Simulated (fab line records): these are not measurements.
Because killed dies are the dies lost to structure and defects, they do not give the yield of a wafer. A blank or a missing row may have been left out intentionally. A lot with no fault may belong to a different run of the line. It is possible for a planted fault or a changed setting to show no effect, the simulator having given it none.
Check of tool commonality / flow sky130 / Sampled: 12 lots, 42 wafers

## WHY IT WAS OPENED
SKY_PASSIVATION_THK_MEAS_03, reading PASSIVATION_CVD_02_THK: flagged on 2 of 12 lots. Fault-free wafers read 540 nm, with a standard deviation of 6.4.
Rule: a lot is flagged in two cases, either no wafer of it has a number, or all its wafers with numbers fall more than 4 standard deviations from that mean. All remaining lots are regarded as sound.

lot=L650; measured=day 44 01:21; on=film_metro-04; PASSIVATION_CVD_02_THK (nm), wafer by wafer=537 537 542; flag=
lot=L651; measured=day 44 13:39; on=film_metro-04; PASSIVATION_CVD_02_THK (nm), wafer by wafer=536 538 550; flag=
lot=L652; measured=day 44 14:37; on=film_metro-04; PASSIVATION_CVD_02_THK (nm), wafer by wafer=538 548 547; flag=
lot=L653; measured=day 45 02:42; on=film_metro-02; PASSIVATION_CVD_02_THK (nm), wafer by wafer=520 532 541; flag=
lot=L655; measured=day 45 07:22; on=film_metro-03; PASSIVATION_CVD_02_THK (nm), wafer by wafer=530 542 548; flag=
lot=L654; measured=day 45 11:23; on=film_metro-03; PASSIVATION_CVD_02_THK (nm), wafer by wafer=545 536 535; flag=
lot=L656; measured=day 45 17:55; on=film_metro-02; PASSIVATION_CVD_02_THK (nm), wafer by wafer=535 542 543; flag=
lot=L657; measured=day 46 02:04; on=film_metro-03; PASSIVATION_CVD_02_THK (nm), wafer by wafer=531 529 534; flag=
lot=L662; measured=day 48 00:34; on=film_metro-02; PASSIVATION_CVD_02_THK (nm), wafer by wafer=972 978 975 971 977 975; flag=FLAGGED
lot=L668; measured=day 48 14:10; on=film_metro-03; PASSIVATION_CVD_02_THK (nm), wafer by wafer=954 980 980 954 981 980; flag=FLAGGED
lot=L671; measured=day 49 03:33; on=film_metro-03; PASSIVATION_CVD_02_THK (nm), wafer by wafer=541 542 545; flag=
lot=L672; measured=day 49 07:31; on=film_metro-03; PASSIVATION_CVD_02_THK (nm), wafer by wafer=531 542 545; flag=
On average the flagged lots' numbers are 973 nm, which is +433 nm against the usual, or +68 standard deviations.

## WHICH TOOL RAN EACH LOT
Before the reading, the record contains 4 process steps out of a 708-step route. Cell contents, in order: the tool; ch with the chambers the sampled wafers went through; the start.
lot=L650; flag=; SKY_CAPM_SPUTTER_02=pvd_sputter-03, day 36 15:55; SKY_METAL3_METAL_ETCH_18=rie_metal-02 ch 0, day 38 19:38; SKY_METAL4_ETCH_16=rie_metal-02 ch 0,1, day 42 00:40; SKY_PASSIVATION_CVD_02=pecvd-01 ch 0,1,2, day 44 01:07
lot=L651; flag=; SKY_CAPM_SPUTTER_02=pvd_sputter-03, day 37 03:02; SKY_METAL3_METAL_ETCH_18=rie_metal-04 ch 0,1, day 39 07:26; SKY_METAL4_ETCH_16=rie_metal-03 ch 0,1, day 42 12:13; SKY_PASSIVATION_CVD_02=pecvd-02 ch 1,2, day 44 13:26
lot=L652; flag=; SKY_CAPM_SPUTTER_02=pvd_sputter-03, day 37 06:48; SKY_METAL3_METAL_ETCH_18=rie_metal-04 ch 0,1, day 39 09:43; SKY_METAL4_ETCH_16=rie_metal-02 ch 0,1, day 42 13:58; SKY_PASSIVATION_CVD_02=pecvd-02 ch 1,2, day 44 14:16
lot=L653; flag=; SKY_CAPM_SPUTTER_02=pvd_sputter-03, day 37 21:05; SKY_METAL3_METAL_ETCH_18=rie_metal-02 ch 0,1, day 40 00:05; SKY_METAL4_ETCH_16=rie_metal-02 ch 0,1, day 43 02:43; SKY_PASSIVATION_CVD_02=pecvd-04 ch 0,1,2, day 45 02:28
lot=L655; flag=; SKY_CAPM_SPUTTER_02=pvd_sputter-01, day 38 02:04; SKY_METAL3_METAL_ETCH_18=rie_metal-03 ch 0,1, day 40 04:38; SKY_METAL4_ETCH_16=rie_metal-02 ch 0,1, day 43 06:42; SKY_PASSIVATION_CVD_02=pecvd-01 ch 1,2, day 45 07:07
lot=L654; flag=; SKY_CAPM_SPUTTER_02=pvd_sputter-03, day 38 05:16; SKY_METAL3_METAL_ETCH_18=rie_metal-02 ch 0,1, day 40 08:17; SKY_METAL4_ETCH_16=rie_metal-02 ch 0,1, day 43 11:36; SKY_PASSIVATION_CVD_02=pecvd-01 ch 1,2, day 45 11:08
lot=L656; flag=; SKY_CAPM_SPUTTER_02=pvd_sputter-04, day 38 15:04; SKY_METAL3_METAL_ETCH_18=rie_metal-03 ch 0,1, day 40 17:15; SKY_METAL4_ETCH_16=rie_metal-02 ch 0,1, day 43 18:05; SKY_PASSIVATION_CVD_02=pecvd-04 ch 0,2, day 45 17:31
lot=L657; flag=; SKY_CAPM_SPUTTER_02=pvd_sputter-03, day 39 01:29; SKY_METAL3_METAL_ETCH_18=rie_metal-02 ch 0,1, day 41 03:41; SKY_METAL4_ETCH_16=rie_metal-03 ch 0,1, day 44 04:01; SKY_PASSIVATION_CVD_02=pecvd-04 ch 1,2, day 46 01:49
lot=L662; flag=FLAGGED; SKY_CAPM_SPUTTER_02=pvd_sputter-04, day 41 07:05; SKY_METAL3_METAL_ETCH_18=rie_metal-03 ch 0,1, day 43 06:47; SKY_METAL4_ETCH_16=rie_metal-03 ch 1, day 46 04:13; SKY_PASSIVATION_CVD_02=pecvd-01 ch 0,1,2, day 48 00:20
lot=L668; flag=FLAGGED; SKY_CAPM_SPUTTER_02=pvd_sputter-04, day 41 23:34; SKY_METAL3_METAL_ETCH_18=rie_metal-04 ch 0,1, day 43 22:44; SKY_METAL4_ETCH_16=rie_metal-01 ch 0,1, day 46 19:16; SKY_PASSIVATION_CVD_02=pecvd-01 ch 0,1,2, day 48 13:57
lot=L671; flag=; SKY_CAPM_SPUTTER_02=pvd_sputter-03, day 42 19:20; SKY_METAL3_METAL_ETCH_18=rie_metal-02 ch 0, day 44 16:53; SKY_METAL4_ETCH_16=rie_metal-02 ch 0,1, day 47 10:43; SKY_PASSIVATION_CVD_02=pecvd-02 ch 0,1,2, day 49 03:19
lot=L672; flag=; SKY_CAPM_SPUTTER_02=pvd_sputter-04, day 42 23:43; SKY_METAL3_METAL_ETCH_18=rie_metal-04 ch 0,1, day 44 21:38; SKY_METAL4_ETCH_16=rie_metal-03 ch 0,1, day 47 14:52; SKY_PASSIVATION_CVD_02=pecvd-02 ch 0,1,2, day 49 07:17
What these steps do:
- SKY_CAPM_SPUTTER_02: material TiN, target thk 200 nm, time 166.7 s.
- SKY_METAL3_METAL_ETCH_18: etches the open film in Cl2/BCl3, stops on SiO2, target depth 845 nm, time 183.1 s.
- SKY_METAL4_ETCH_16: etches BARC in N2/H2, stops on SiO2, time 88.2 s, target depth 60 nm.
- SKY_PASSIVATION_CVD_02: deposits Si3N4, target thk 540 nm.
- SKY_PASSIVATION_THK_MEAS_03

## FLAGGED OVER TOTAL, TOOL BY TOOL (the gauges that took the reading come last)
step=SKY_CAPM_SPUTTER_02; tool=pvd_sputter-01; lots run=1; flagged=0; share of the flagged lots=none; sound lots run after its first flagged lot=-
step=SKY_CAPM_SPUTTER_02; tool=pvd_sputter-03; lots run=7; flagged=0; share of the flagged lots=none; sound lots run after its first flagged lot=-
step=SKY_CAPM_SPUTTER_02; tool=pvd_sputter-04; lots run=4; flagged=2; share of the flagged lots=all; sound lots run after its first flagged lot=1 (L672)
step=SKY_METAL3_METAL_ETCH_18; tool=rie_metal-02; lots run=5; flagged=0; share of the flagged lots=none; sound lots run after its first flagged lot=-
step=SKY_METAL3_METAL_ETCH_18; tool=rie_metal-03; lots run=3; flagged=1; share of the flagged lots=some; sound lots run after its first flagged lot=0
step=SKY_METAL3_METAL_ETCH_18; tool=rie_metal-04; lots run=4; flagged=1; share of the flagged lots=some; sound lots run after its first flagged lot=1 (L672)
step=SKY_METAL4_ETCH_16; tool=rie_metal-01; lots run=1; flagged=1; share of the flagged lots=some; sound lots run after its first flagged lot=0
step=SKY_METAL4_ETCH_16; tool=rie_metal-02; lots run=7; flagged=0; share of the flagged lots=none; sound lots run after its first flagged lot=-
step=SKY_METAL4_ETCH_16; tool=rie_metal-03; lots run=4; flagged=1; share of the flagged lots=some; sound lots run after its first flagged lot=1 (L672)
step=SKY_PASSIVATION_CVD_02; tool=pecvd-01; lots run=5; flagged=2; share of the flagged lots=all; sound lots run after its first flagged lot=0
step=SKY_PASSIVATION_CVD_02; tool=pecvd-02; lots run=4; flagged=0; share of the flagged lots=none; sound lots run after its first flagged lot=-
step=SKY_PASSIVATION_CVD_02; tool=pecvd-04; lots run=3; flagged=0; share of the flagged lots=none; sound lots run after its first flagged lot=-
step=SKY_PASSIVATION_THK_MEAS_03; tool=film_metro-02; lots run=3; flagged=1; share of the flagged lots=some; sound lots run after its first flagged lot=0
step=SKY_PASSIVATION_THK_MEAS_03; tool=film_metro-03; lots run=6; flagged=1; share of the flagged lots=some; sound lots run after its first flagged lot=2 (L671,L672)
step=SKY_PASSIVATION_THK_MEAS_03; tool=film_metro-04; lots run=3; flagged=0; share of the flagged lots=none; sound lots run after its first flagged lot=-

## WHAT THE TABLE PERMITS
Rows of the table that ran all the flagged lots, 2 in number: pvd_sputter-04 at SKY_CAPM_SPUTTER_02; pecvd-01 at SKY_PASSIVATION_CVD_02.
- pvd_sputter-04 at SKY_CAPM_SPUTTER_02 ran 4 lots, 2 of them flagged. Lots that were sound ran on it after the first flagged one (L672); a persistent fault on the entire tool would not allow that.
- pecvd-01 at SKY_PASSIVATION_CVD_02 ran 5 lots, 2 of them flagged. It ran its last sound lot, L654, at day 45 11:08 and its first flagged lot, L662, at day 48 00:20: a fault with its onset between the two fits.
What remains is a single tool, pecvd-01 at SKY_PASSIVATION_CVD_02.

## WHAT THE SIMULATOR HAD INSERTED
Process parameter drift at SKY_PASSIVATION_CVD_02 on pecvd-01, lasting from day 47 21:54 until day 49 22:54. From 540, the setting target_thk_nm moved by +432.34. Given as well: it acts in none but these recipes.
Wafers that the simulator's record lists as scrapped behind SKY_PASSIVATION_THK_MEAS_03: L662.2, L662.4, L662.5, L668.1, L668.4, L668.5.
Struck lots among those shown: L662, L668. The rule above found the same.
